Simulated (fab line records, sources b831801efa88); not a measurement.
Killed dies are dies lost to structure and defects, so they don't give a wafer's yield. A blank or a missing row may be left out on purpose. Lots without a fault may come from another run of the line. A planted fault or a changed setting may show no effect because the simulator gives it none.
Chamber matching | flow gf180mcu | GF_STI_ETCH_14 on rie_si-01: 4 sister chambers
The step etches Si in HBr/Cl2/O2, target depth 360 nm, time 102.9 s. 16 wafers are shown with their chamber, then 8 later ones without.

WAFERS WITH THEIR CHAMBER
wafer  | chamber | drypump_motor_current_A (A) | oes_product_au (a.u.) | throttle_valve_pct (%)
L453.1 | 0       | 5.65                        | 0.988                 | 25.646
L453.2 | 2       | 4.98                        | 1.009                 | 25.659
L453.3 | 1       | 5.82                        | 1.000                 | 25.646
L454.1 | 0       | 5.69                        | 0.996                 | 25.664
L454.2 | 3       | 5.88                        | 1.004                 | 25.642
L454.5 | 0       | 5.66                        | 0.998                 | 25.664
L458.2 | 1       | 5.81                        | 1.001                 | 25.640
L458.4 | 1       | 5.80                        | 1.002                 | 25.667
L458.5 | 2       | 4.98                        | 1.003                 | 25.639
L460.3 | 2       | 4.99                        | 1.005                 | 25.654
L460.4 | 3       | 5.91                        | 1.000                 | 25.642
L460.5 | 3       | 5.89                        | 1.015                 | 25.648
L466.3 | 2       | 4.98                        | 1.009                 | 25.664
L466.4 | 1       | 5.81                        | 1.005                 | 25.647
L466.6 | 0       | 5.69                        | 1.005                 | 25.654
L468.1 | 1       | 5.81                        | 0.983                 | 25.657

SIGNATURES (means of the wafers above)
reading                 | chamber 0 | chamber 1 | chamber 2 | chamber 3 | scatter within a chamber
drypump_motor_current_A | 5.6725    | 5.8100    | 4.9825    | 5.8933    | 0.013
oes_product_au          | 0.99675   | 0.99820   | 1.00650   | 1.00633   | 0.00705
throttle_valve_pct      | 25.65700  | 25.65140  | 25.65400  | 25.64400  | 0.00938
Rule: a wafer's distance from a chamber is the root of the sum, over the readings, of the square of ((its reading less the chamber's mean) divided by the reading's scatter). The wafer belongs to the nearest chamber; if the next one is less than 2 further off, it can't be placed. The scatter: the root of (the sum of the squares of (reading less its chamber's mean) over the shown wafers, divided by (wafers less chambers)).

WAFERS WITHOUT THEIR CHAMBER
wafer  | drypump_motor_current_A (A) | oes_product_au (a.u.) | throttle_valve_pct (%)
L468.4 | 4.97                        | 0.999                 | 25.671
L468.6 | 5.89                        | 1.004                 | 25.663
L472.3 | 5.67                        | 1.000                 | 25.668
L472.4 | 4.98                        | 1.011                 | 25.639
L472.5 | 5.68                        | 1.001                 | 25.651
L476.1 | 4.98                        | 1.006                 | 25.648
L476.5 | 5.69                        | 0.987                 | 25.670
L476.6 | 5.85                        | 1.008                 | 25.658

WHICH CHAMBER EACH WENT THROUGH
wafer  | from the rows above     | in truth
L468.4 | 2                       | 2
L468.6 | 3                       | 3
L472.3 | 0                       | 0
L472.4 | 2                       | 2
L472.5 | 0                       | 0
L476.1 | 2                       | 2
L476.5 | 0                       | 0
L476.6 | can't be placed: 1 or 3 | 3
Placed correctly: 7 of 8. Can't be placed from these rows: 1 (the true chamber is among the candidates in 1). Placed wrongly: 0.
